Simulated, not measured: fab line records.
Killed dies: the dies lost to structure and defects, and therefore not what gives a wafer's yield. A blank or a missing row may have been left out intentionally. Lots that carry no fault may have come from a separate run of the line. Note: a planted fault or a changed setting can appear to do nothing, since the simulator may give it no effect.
Problem report in the 8D (eight disciplines) form, filled by code / flow gf180mcu / the parts of the form that need people (team, actions taken, sign-off) are left out

## 1. THE ISSUE
At GF_HV_LDD_STRIP_22, o2FlowSccm averages 2400 sccm over 4 wafers from 2 lots, while fault-free wafers read 3001 sccm, standard deviation 8.4. That is -72 standard deviations from the usual mean.
The step: strips in O2/N2.
Earliest sighting: wafer L102.2 on plasmaAsher-04 at day 16 01:55. The record has a number at this step for 42 wafers belonging to 14 lots. By rule, "out" or "out of limits" means more than 4 standard deviations away from the usual mean. All remaining wafers that have a number are taken as sound.

## 2. WHAT IT IS, AND WHAT IT ISN'T
question=which readings at this step | is=o2FlowSccm | is not=drypumpMotorCurrentA, heaterPowerW
question=which lots | is=L102, L103 | is not=L105, L106, L107, L985, L986, L988, L989, L990, L991, L994, L995, L996
question=which wafers of those lots | is=L102.2, L102.3, L103.2, L103.6 | is not=L102.1, L103.3
question=read on which tools | is=plasmaAsher-04 | is not=plasmaAsher-01, plasmaAsher-03
question=when | is=from day 16 01:55 | is not=up to then (28 sound wafers); but 10 sound wafers of L103, L105, L106, L107 came after

## 3. SUSPECTS, AND WHAT RULES EACH OUT
Counting: any tool at a process step up to the reading remains a suspect provided it ran every lot that is out. Sound lots after the first of them don't rule it out here, since some wafers of a struck lot are sound.
- plasmaAsher-04 at GF_HV_LDD_STRIP_22 (strips in O2/N2): kept. It ran every lot that is out, first L102 (day 16 01:55); its last sound lot up to then is L995 (day 13 23:05). Its own readings are out on those wafers: o2FlowSccm.
- At GF_HV_LDD_STRIP_22 on plasmaAsher-04, chamber 1 took the sound wafers of the same lots and chamber 0 took the wafers that are out.
The count leaves plasmaAsher-04 at GF_HV_LDD_STRIP_22.

## 4. THE CAUSE (what the simulator had put in)
plasmaAsher-04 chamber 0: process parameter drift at GF_HV_LDD_STRIP_22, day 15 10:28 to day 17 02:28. From 3000, the setting o2FlowSccm moved by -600. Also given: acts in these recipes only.
This tool alone remained once counting was done.

## 5. SEQUENCE OF EFFECTS, ordered by route
Rows list readings where the struck wafers' mean (over those with a number) sits beyond 3 standard deviations from the usual. Only readings for which the record gives a usual standard deviation are gone through. hours: the time from each lot's start at the first step in this table that gives one to its start at this step, as a median over the lots. sigmas: the change in usual standard deviations.
hours=0; step=GF_HV_LDD_STRIP_22; reading=o2FlowSccm; usual=3001 sccm; on struck wafers=2400; change=-601; sigmas=-72
hours=0; step=GF_HV_LDD_STRIP_22; reading=stripTimeToEndpointS; usual=12.63 s; on struck wafers=12.78; change=+0.15; sigmas=+4.0
The process steps in it:
- GF_HV_LDD_STRIP_22: strips in O2/N2.

## 6. HOW IT WOULD HAVE BEEN CAUGHT EARLIER
15 hours passed between the start of the fault at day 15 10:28 and the first reading out of limits in this record, taken at day 16 01:55.
